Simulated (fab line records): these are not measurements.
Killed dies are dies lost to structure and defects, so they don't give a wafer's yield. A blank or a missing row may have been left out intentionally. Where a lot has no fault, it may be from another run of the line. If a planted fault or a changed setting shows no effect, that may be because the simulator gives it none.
Which tool did it? -- flow sky130 -- 33 wafers from 11 lots sampled at 6 of the route's 708 steps

## WHAT THE GAUGES READ, wafer by wafer
SKY_SD_N_CD_MEAS_07: the cd target is 380 nm. Usual: cd-nm 380.0 nm, standard deviation 2.5.
lot,measured,on,cd-nm (nm),flag
L109,day 29 18:19,cd-sem-02,379.3 380.3 381.6,
L111,day 30 07:47,cd-sem-01,380.7 380.8 380.8,
L113,day 30 14:01,cd-sem-01,380.0 378.0 376.0,
L117,day 30 15:08,cd-sem-01,380.5 382.4 379.3,
L121,day 30 19:01,cd-sem-02,376.2 373.5 374.9,
L120,day 30 22:23,cd-sem-02,378.7 379.7 377.4,
L122,day 36 05:23,cd-sem-01,379.5 377.1 379.2,
L128,day 36 22:51,cd-sem-01,382.1 383.9 384.1,
L129,day 37 01:52,cd-sem-02,379.5 378.8 378.7,
L131,day 37 02:42,cd-sem-02,380.8 379.9 383.3,
L130,day 37 05:04,cd-sem-01,382.0 379.4 380.4,

SKY_SD_N_OVL_MEAS_08. Usual: SD_N_OVL 0.2 nm, standard deviation 1.3.
lot,measured,on,SD_N_OVL (nm),flag
L109,day 29 18:26,overlay-01,1.7 -1.4 -0.8,
L111,day 30 07:54,overlay-01,0.3 1.4 1.3,
L113,day 30 14:08,overlay-01,0.4 1.0 0.5,
L117,day 30 15:14,overlay-02,2.2 0.6 1.3,
L121,day 30 19:06,overlay-02,-0.2 1.6 0.2,
L120,day 30 22:29,overlay-02,1.3 1.5 1.3,
L122,day 36 05:29,overlay-01,-0.2 0.1 0.3,
L128,day 36 22:58,overlay-01,0.0 -0.4 -1.0,
L129,day 37 01:56,overlay-02,1.9 1.8 2.3,
L131,day 37 02:49,overlay-02,0.2 1.5 -0.6,
L130,day 37 05:11,overlay-02,0.9 -0.5 0.1,

SKY_SD_N_RS_MEAS_16: uses a four-point probe to measure. Usual: SD_N_RS 68.52 ohm/sq, standard deviation 0.11.
lot,measured,on,SD_N_RS (ohm/sq),flag
L109,day 29 19:10,film-metro-02,68.42 68.40 68.45,
L111,day 30 08:38,film-metro-02,68.46 68.47 68.55,
L113,day 30 14:52,film-metro-04,68.59 68.51 68.55,
L117,day 30 15:59,film-metro-04,68.47 68.56 68.31,
L121,day 30 19:51,film-metro-04,73.03 73.04 73.13 73.16 73.28 73.19,OFF
L120,day 30 23:14,film-metro-04,73.08 73.05 72.98 73.01 73.07 72.98,OFF
L122,day 36 06:14,film-metro-04,68.50 68.49 68.70,
L128,day 36 23:44,film-metro-02,68.59 68.39 68.57,
L129,day 37 02:42,film-metro-04,68.80 68.68 68.70,
L131,day 37 03:32,film-metro-03,68.58 68.40 68.47,
L130,day 37 05:55,film-metro-02,68.43 68.32 68.48,

SKY_SD_N_RS_MEAS_17: uses a four-point probe to measure. Usual: SD_P_RS 147.1 ohm/sq, standard deviation 0.38.
lot,measured,on,SD_P_RS (ohm/sq),flag
L109,day 29 19:17,film-metro-02,146.9 146.8 147.2,
L111,day 30 08:45,film-metro-02,147.2 146.7 147.2,
L113,day 30 14:59,film-metro-04,146.8 147.0 146.8,
L117,day 30 16:06,film-metro-04,147.2 146.8 147.3,
L121,day 31 01:54,film-metro-04,174.2 174.1 174.2 174.5 174.2 174.3,OFF
L120,day 31 05:26,film-metro-04,174.7 173.7 173.9 174.2 174.2 173.8,OFF
L122,day 36 06:21,film-metro-04,147.6 147.4 147.1,
L128,day 36 23:52,film-metro-02,147.0 147.1 147.0,
L129,day 37 02:49,film-metro-04,148.0 147.8 147.5,
L131,day 37 03:40,film-metro-03,146.9 147.2 147.2,
L130,day 37 06:02,film-metro-02,147.1 146.6 146.8,

## WHAT TOOL EACH LOT RAN ON (gives the tool, then ch and the chambers of the sampled wafers, and finally the start)
lot,SKY_SD_P_STRIP_10,SKY_SD_N_RTA_14
L109,"plasma-asher-02 ch 0,1, day 27 07:52","rtp-anneal-02 ch 0, day 29 18:59"
L111,"plasma-asher-04 ch 0,1, day 27 21:05","rtp-anneal-02 ch 0, day 30 08:27"
L113,"plasma-asher-02 ch 0,1, day 28 03:25","rtp-anneal-02 ch 0, day 30 14:41"
L117,"plasma-asher-04 ch 0,1, day 28 05:12","rtp-anneal-02 ch 0, day 30 15:47"
L121,"plasma-asher-02 ch 0,1, day 28 08:20","rtp-anneal-02 ch 0, day 30 19:39"
L120,"plasma-asher-02 ch 0,1, day 28 12:23","rtp-anneal-02 ch 0, day 30 23:02"
L122,"plasma-asher-02 ch 0,1, day 34 01:02","rtp-anneal-01 ch 0, day 36 06:02"
L128,"plasma-asher-03 ch 0,1, day 34 16:42","rtp-anneal-02 ch 0, day 36 23:31"
L129,"plasma-asher-04 ch 0,1, day 34 20:32","rtp-anneal-02 ch 0, day 37 02:29"
L131,"plasma-asher-03 ch 0,1, day 34 21:27","rtp-anneal-02 ch 0, day 37 03:22"
L130,"plasma-asher-02 ch 0,1, day 35 00:59","rtp-anneal-02 ch 0, day 37 05:44"
- SKY_SD_P_STRIP_10: strips in O2/N2.
- SKY_SD_N_RTA_14: time 2 s.

## AS READ BY THE TOOLS THEMSELVES (means over the sampled wafers that have a number; for cases with no such wafer, the mark the record gives instead)
SKY_SD_P_STRIP_10. Usual: drypump-motor-current-A 5.73 A, standard deviation 0.17; oes-product-au 0.618 a.u., standard deviation 0.0042; strip-time-to-endpoint-s 17.50 s, standard deviation 0.042.
lot,tool,drypump-motor-current-A (A),oes-product-au (a.u.),strip-time-to-endpoint-s (s),flag
L109,plasma-asher-02,5.76,0.622,17.52,
L111,plasma-asher-04,5.76,0.614,17.53,
L113,plasma-asher-02,5.80,0.615,17.49,
L117,plasma-asher-04,5.76,0.620,17.51,
L121,plasma-asher-02,5.78,0.617,17.59,
L120,plasma-asher-02,5.79,0.618,17.54,
L122,plasma-asher-02,5.80,0.617,17.51,
L128,plasma-asher-03,5.26,0.622,17.50,
L129,plasma-asher-04,5.80,0.616,17.50,
L131,plasma-asher-03,5.25,0.625,17.50,
L130,plasma-asher-02,5.78,0.618,17.54,

SKY_SD_N_RTA_14. Usual: anneal-temp-c-max 1080.1, standard deviation 1.8; chamber-o2-ppm 1.999, standard deviation 0.02; lamp-power-pct 15.74 %, standard deviation 0.057; ramp-down-c-per-s 89.999, standard deviation 0.015; wafer_temp_C_max 1078.0, standard deviation 1.2.
lot,tool,anneal-temp-c-max,chamber-o2-ppm,lamp-power-pct (%),ramp-down-c-per-s,wafer_temp_C_max,flag
L109,rtp-anneal-02,1080.6,2.003,15.76,89.988,1077.4,
L111,rtp-anneal-02,1081.0,2.000,15.69,89.999,1078.0,
L113,rtp-anneal-02,1081.8,2.008,15.72,89.987,1079.5,
L117,rtp-anneal-02,1081.1,1.992,15.76,90.006,1078.9,
L121,rtp-anneal-02,1080.7,1.978,14.76,89.994,1077.6,OFF
L120,rtp-anneal-02,1082.4,2.008,14.71,89.991,1078.2,OFF
L122,rtp-anneal-01,1078.1,1.994,15.73,90.007,1078.3,
L128,rtp-anneal-02,1082.1,1.982,15.74,89.987,1078.7,
L129,rtp-anneal-02,1081.6,2.007,15.78,89.991,1078.2,
L131,rtp-anneal-02,1080.7,2.003,15.74,90.003,1079.5,
L130,rtp-anneal-02,1081.1,2.036,15.76,90.003,1077.9,

## THE ANSWER, worked out from the rows above alone
Rule: a lot is off if the mean of its wafers that have a number lies more than 3 standard deviations from the usual mean. Also off: a lot with no number at a reading for which 4 or more lots have one. All remaining lots with rows at the step are treated as sound. First the gauges in route order, then the tools' own readings, where a lot's mean is used as printed above. At the first step where some lot is off, the reading lying furthest off is the one used; lots without a number count as furthest.
Off: L121, L120, at SKY_SD_N_RS_MEAS_16 (SD_N_RS).
If a tool, at a process step before that reading, ran all the lots that are off and no sound lot after the first of them, it fits. The gauges at SKY_SD_N_RS_MEAS_16 aren't tried: what is off there is off at SKY_SD_N_RTA_14 too, on other tools, and a gauge's error can't cause that. Not one of the candidates tried fits.

## WHAT THE SIMULATOR HAD INSERTED
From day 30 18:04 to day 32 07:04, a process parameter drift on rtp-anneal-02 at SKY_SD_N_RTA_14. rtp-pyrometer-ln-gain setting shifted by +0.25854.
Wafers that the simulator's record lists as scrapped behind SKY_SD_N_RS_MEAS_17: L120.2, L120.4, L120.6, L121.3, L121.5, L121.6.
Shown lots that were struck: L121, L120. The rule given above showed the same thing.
